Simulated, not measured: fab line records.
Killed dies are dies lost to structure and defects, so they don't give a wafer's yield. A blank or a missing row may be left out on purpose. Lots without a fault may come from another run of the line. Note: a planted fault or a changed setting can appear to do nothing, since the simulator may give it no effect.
fab line records | flow sky130
record: lots: 12 wafers: 36 last_day: 49
route steps=708 shown PWDE@53 NWELL@67 SONOS_ONO@173 LI_CONTACT@375
lots that met no fault: from a run of the same line without faults
start_h: hours from the record's first day to the start of the lot's first wafer shown | wait_h: how many hours have passed since the lot's step before this one | " same as the row above | L1.1+2: one row covering several wafers at once | - no value, or no start given | * or withheld: withheld | < > ~ a bound
route shown NAME@n: a module of which the file shows steps, and the number in the route of the first | usual: mean/standard deviation taken from wafers without a fault | same: alike in all rows | chamber/n: place in a boat | sites: the reading at each site | _std_site: their standard deviation | _edge_site: mean of outer sites minus mean of inner sites | radius_mm: for every site, how far away it sits from the centre of the wafer | mask NAME#n: copy n | behind: the most recent tool/chamber to have shaped the wafer | hold: the reason the lot was held/the length of the hold in hours/how it ended | device: names the non-switching transistor (n, p or np) | end of line: the tests these same wafers got at the end of their route | for a step that has no rows: nothing shown but its recipe | killed: dies lost to structure and defects at the first sort, not the wafer's yield | map: per-die view of a wafer (x killed, . not killed, _ where there is no die)
set.NAME: the run value of the setting; set.NAME@STEP: its run value at that earlier step | model.NAME: the simulator's own value behind a step, which no gauge read
steps of the route over a sample of lots; a table a step, a row a wafer
services: a tool's chamber out of use, with start hour (start_h, from the record's first day; less than 0 if before it), hours out, and reason
== steps ==
step: SKY_PWDE_IMPLANT_08
recipe: species: B energy_kev: 150 dose_cm2: 3.6e+12 tilt_deg: withheld
columns lot.wafer tool chamber start_h wait_h
L416.4+5+6 implanter-02 0 82.32 0.1
L418.1+4+6 implanter-03 0 94.15 0.0
L419.1+2+4 implanter-03 0 99.40 0.0
L420.2+3+6 implanter-02 0 102.17 0.0
L421.1+2+3 implanter-03 0 108.95 0.0
L422.2+3+5 implanter-04 0 114.22 0.0
L423.1+3+5 implanter-02 0 120.84 0.0
L425.3+4+6 implanter-02 0 127.39 0.1
L426.1+4+6 implanter-04 0 139.64 0.0
L428.1+5+6 implanter-03 0 148.84 0.0
L428.1+5+6 implanter-03 0 149.16 0.3
L429.1+2+4 implanter-04 0 154.34 0.0
L429.1+2+4 implanter-04 0 154.66 0.3
L430.2+3+5 implanter-02 0 161.22 0.0
L430.2+3+5 implanter-02 0 161.54 0.3
step: SKY_PWDE_TW_MEAS_10
usual: PWDE_TW: 370.9/1.8
columns lot.wafer tool chamber start_h wait_h PWDE_TW
L416.4 film_metro-03 - 82.53 0.1 368.2
L416.5 " - " " 371.0
L416.6 " - " " 369.3
L418.1 film_metro-01 - 94.41 0.1 370.8
L418.4 " - " " 371.3
L418.6 " - " " 372.0
L419.1 film_metro-04 - 99.65 0.1 372.7
L419.2 " - " " 372.2
L419.4 " - " " 374.0
L420.2 film_metro-01 - 102.41 0.1 371.3
L420.3 " - " " 372.6
L420.6 " - " " 371.4
L421.1 film_metro-01 - 109.20 0.1 371.3
L421.2 " - " " 373.1
L421.3 " - " " 372.1
L422.2 film_metro-04 - 114.45 0.1 372.5
L422.3 " - " " 372.1
L422.5 " - " " 371.0
L423.1 film_metro-03 - 121.09 0.1 370.4
L423.3 " - " " 368.3
L423.5 " - " " 368.5
L425.3 film_metro-03 - 127.61 0.1 371.3
L425.4 " - " " 369.5
L425.6 " - " " 368.8
L426.1 film_metro-01 - 139.89 0.1 369.3
L426.4 " - " " 369.1
L426.6 " - " " 371.1
L428.1 film_metro-04 - 149.41 0.1 461.3
L428.5 " - " " 462.9
L428.6 " - " " 461.3
L429.1 film_metro-03 - 155.12 0.1 458.7
L429.2 " - " " 460.6
L429.4 " - " " 457.4
L430.2 film_metro-03 - 161.78 0.1 459.1
L430.3 " - " " 460.0
L430.5 " - " " 457.0
step: SKY_NWELL_STRIP_14
recipe: chemistry: O2/N2 power_w: 1400 pressure_mtorr: 1500 platen_temp_c: withheld o2_flow_sccm: 3000 n2_flow_sccm: 300 overash_fraction: 0.5
usual: drypump_motor_current_A: 5.5/0.44 oes_product_au: 0.723/0.0045 strip_time_to_endpoint_s: 36.93/0.084
columns lot.wafer tool chamber start_h wait_h drypump_motor_current_A oes_product_au rf_hours_counter_h strip_time_to_endpoint_s
L416.4 plasma_asher-02 0 100.75 0.1 5.3 0.720 - 37.01
L416.5 " 0 " " 5.3 0.722 - 36.96
L416.6 " 1 " " 5.1 0.717 - 36.98
L418.1 plasma_asher-03 0 112.80 0.1 5.6 0.724 45 36.91
L418.4 " 0 " " 5.6 0.725 - 36.96
L418.6 " 1 " " 5.3 0.723 - 36.94
L419.1 plasma_asher-01 0 118.87 0.2 6.7 0.715 0 37.07
L419.2 " 1 " " 5.8 0.739 0 36.99
L419.4 " 0 " " 6.7 0.722 - 36.95
L420.2 plasma_asher-03 1 121.52 0.1 5.3 0.712 46 36.90
L420.3 " 0 " " 5.6 0.720 - 36.87
L420.6 " 0 " " 5.6 0.726 - 36.95
L421.1 plasma_asher-02 0 128.15 0.1 5.3 0.726 31 36.90
L421.2 " 1 " " 5.1 0.714 31 36.96
L421.3 " 1 " " 5.1 0.724 - 36.91
L422.2 plasma_asher-02 0 133.67 0.1 5.3 0.721 32 36.84
L422.3 " 1 " " 5.1 0.720 - 36.85
L422.5 " 0 " " 5.3 0.722 - 36.86
L423.1 plasma_asher-03 0 139.72 0.1 5.6 0.720 48 36.80
L423.3 " 0 " " 5.6 0.725 - 36.90
L423.5 " 0 " " 5.6 0.726 - 36.87
L425.3 plasma_asher-02 1 146.38 0.1 5.1 0.721 - 36.81
L425.4 " 0 " " 5.3 0.724 - 36.90
L425.6 " 0 " " 5.3 0.724 - 36.98
L426.1 plasma_asher-02 0 159.89 0.1 5.3 0.731 35 36.89
L426.4 " 0 " " 5.3 0.726 - 36.86
L426.6 " 0 " " 5.3 0.720 - 36.89
L428.1 plasma_asher-03 0 169.84 0.1 5.6 0.725 51 36.97
L428.5 " 0 " " 5.6 0.722 - 36.91
L428.6 " 1 " " 5.3 0.727 - 36.90
L429.1 plasma_asher-02 1 174.89 0.1 5.0 0.722 37 36.85
L429.2 " 0 " " 5.3 0.719 37 36.94
L429.4 " 0 " " 5.3 0.721 - 36.83
L430.2 plasma_asher-01 0 182.55 0.1 6.7 0.722 7 36.96
L430.3 " 0 " " 6.8 0.718 - 36.97
L430.5 " 0 " " 6.8 0.722 - 36.84
step: SKY_NWELL_RS_MEAS_31
recipe: thk_meas_gauge: four-point-probe
usual: PWDE_RS: 5276/20
columns lot.wafer tool chamber start_h wait_h PWDE_RS[ohm/sq]
L416.4 film_metro-04 - 119.26 0.1 5288
L416.5 " - " " 5270
L416.6 " - " " 5278
L418.1 film_metro-01 - 131.62 0.1 5275
L418.4 " - " " 5277
L418.6 " - " " 5286
L419.1 film_metro-03 - 138.67 0.1 5295
L419.2 " - " " 5278
L419.4 " - " " 5261
L420.2 film_metro-01 - 140.67 0.1 5289
L420.3 " - " " 5287
L420.6 " - " " 5290
L421.1 film_metro-03 - 147.30 0.1 5273
L421.2 " - " " 5273
L421.3 " - " " 5274
L422.2 film_metro-01 - 154.26 0.1 5264
L422.3 " - " " 5253
L422.5 " - " " 5274
L423.1 film_metro-01 - 159.79 0.1 5269
L423.3 " - " " 5277
L423.5 " - " " 5253
L425.3 film_metro-01 - 166.91 0.1 5257
L425.4 " - " " 5269
L425.6 " - " " 5271
L426.1 film_metro-01 - 181.12 0.1 5283
L426.4 " - " " 5254
L426.6 " - " " 5286
L428.1 film_metro-01 - 191.45 0.1 3119
L428.5 " - " " 3111
L428.6 " - " " 3118
L429.1 film_metro-04 - 196.39 0.1 3116
L429.2 " - " " 3114
L429.4 " - " " 3109
L430.2 film_metro-01 - 205.11 0.1 3127
L430.3 " - " " 3124
L430.5 " - " " 3138
step: SKY_SONOS_ONO_THK_MEAS_05
recipe: reads: SiO2_of_SONOS_ONO_CVD_04
usual: SONOS_ONO_CVD_04_THK: 5.74/0.12
columns lot.wafer tool chamber start_h wait_h SONOS_ONO_CVD_04_THK[nm]
L416.4 film_metro-03 - 275.59 0.0 5.81
L416.5 " - " " 5.73
L416.6 " - " " 5.83
L418.1 film_metro-03 - 292.66 0.0 5.77
L418.4 " - " " 5.80
L418.6 " - " " 5.78
L419.1 film_metro-01 - 304.29 0.0 5.80
L419.2 " - " " 5.82
L419.4 " - " " 5.80
L420.2 film_metro-03 - 304.30 0.0 5.60
L420.3 " - " " 5.68
L420.6 " - " " 5.63
L421.1 film_metro-03 - 316.41 0.0 5.69
L421.2 " - " " 5.59
L421.3 " - " " 5.84
L422.2 film_metro-01 - 325.39 0.0 5.56
L422.3 " - " " 5.55
L422.5 " - " " 5.69
L423.1 film_metro-03 - 337.44 0.0 5.62
L423.3 " - " " 5.73
L423.5 " - " " 5.66
L425.3 film_metro-01 - 338.71 0.0 5.67
L425.4 " - " " 5.80
L425.6 " - " " 5.70
L426.1 film_metro-02 - 355.88 0.0 5.52
L426.4 " - " " 5.52
L426.6 " - " " 5.52
L428.1 film_metro-02 - 370.49 0.0 5.67
L428.5 " - " " 5.83
L428.6 " - " " 5.74
L429.1 film_metro-01 - 377.04 0.0 5.85
L429.2 " - " " 5.85
L429.4 " - " " 5.87
L430.2 film_metro-01 - 386.93 0.0 5.66
L430.3 " - " " 5.87
L430.5 " - " " 5.66
step: SKY_LI_CONTACT_OVL_MEAS_13
usual: LI_CONTACT_OVL: 3/5.5
columns lot.wafer tool chamber start_h wait_h LI_CONTACT_OVL[nm]
L416.4 overlay-01 - 694.24 0.1 12
L416.5 " - " " 7
L416.6 " - " " 6
L418.1 overlay-02 - 712.75 0.1 8
L418.4 " - " " -5
L418.6 " - " " 1
L420.2 overlay-02 - 727.98 0.1 -6
L420.3 " - " " -6
L420.6 " - " " 0
L419.1 overlay-02 - 732.75 0.1 2
L419.2 " - " " 0
L419.4 " - " " 4
L421.1 overlay-02 - 743.30 0.1 5
L421.2 " - " " 7
L421.3 " - " " 5
L422.2 overlay-01 - 753.32 0.1 1
L422.3 " - " " 7
L422.5 " - " " 7
L423.1 overlay-01 - 762.75 0.1 5
L423.3 " - " " -1
L423.5 " - " " -9
L425.3 overlay-01 - 765.64 0.1 -1
L425.4 " - " " -1
L425.6 " - " " -10
L426.1 overlay-01 - 782.22 0.1 13
L426.4 " - " " 8
L426.6 " - " " 3
L428.1 overlay-02 - 792.22 0.1 4
L428.5 " - " " 0
L428.6 " - " " -5
L429.1 overlay-02 - 801.47 0.1 0
L429.2 " - " " 0
L429.4 " - " " -5
L430.2 overlay-01 - 812.91 0.1 5
L430.3 " - " " 0
L430.5 " - " " 4
== services ==
columns tool chamber start_h hours kind
implanter-03 - 94.49 4.8 repair
plasma_asher-01 - 108.75 9.0 pm
plasma_asher-01 0 108.75 9.0 vent_cycle
plasma_asher-01 1 108.75 9.0 vent_cycle
plasma_asher-02 - 112.83 1.6 repair
implanter-04 - 114.93 2.8 repair
plasma_asher-01 0 117.75 - clean
plasma_asher-01 1 117.75 - clean
implanter-03 - 136.58 1.2 repair
implanter-03 - 175.60 3.7 repair
== key ==
first_sign: step: SKY_PWDE_IMPLANT_08 reading: visit direction: added
effect: step: SKY_PWDE_TW_MEAS_10 reading: PWDE_TW direction: up sigmas: 49 usual: 370.9 struck: 459.8
effect: step: SKY_NWELL_RS_MEAS_31 reading: PWDE_RS direction: down sigmas: 99+ usual: 5276 struck: 3120
met_at SKY_PWDE_IMPLANT_08
struck_lots L428,L429,L430
tester_left_out L428,L429,L430
not_acting_at SKY_NWELL_STRIP_14,SKY_SONOS_ONO_THK_MEAS_05,SKY_LI_CONTACT_OVL_MEAS_13
fault: kind: repeated_step_whole tool: implanter-02,implanter-03,implanter-04 chamber: - onset_h: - steps: SKY_PWDE_IMPLANT_08 times: 1 scope: struck_lots_only
tester_left_out: of these lots the tester's yield and bins aren't shown, on N5 and GAA mostly nor the transistor test; their killed dies are dies lost to structure and defects alone, not to doping, threshold or leakage, so they don't give the yield
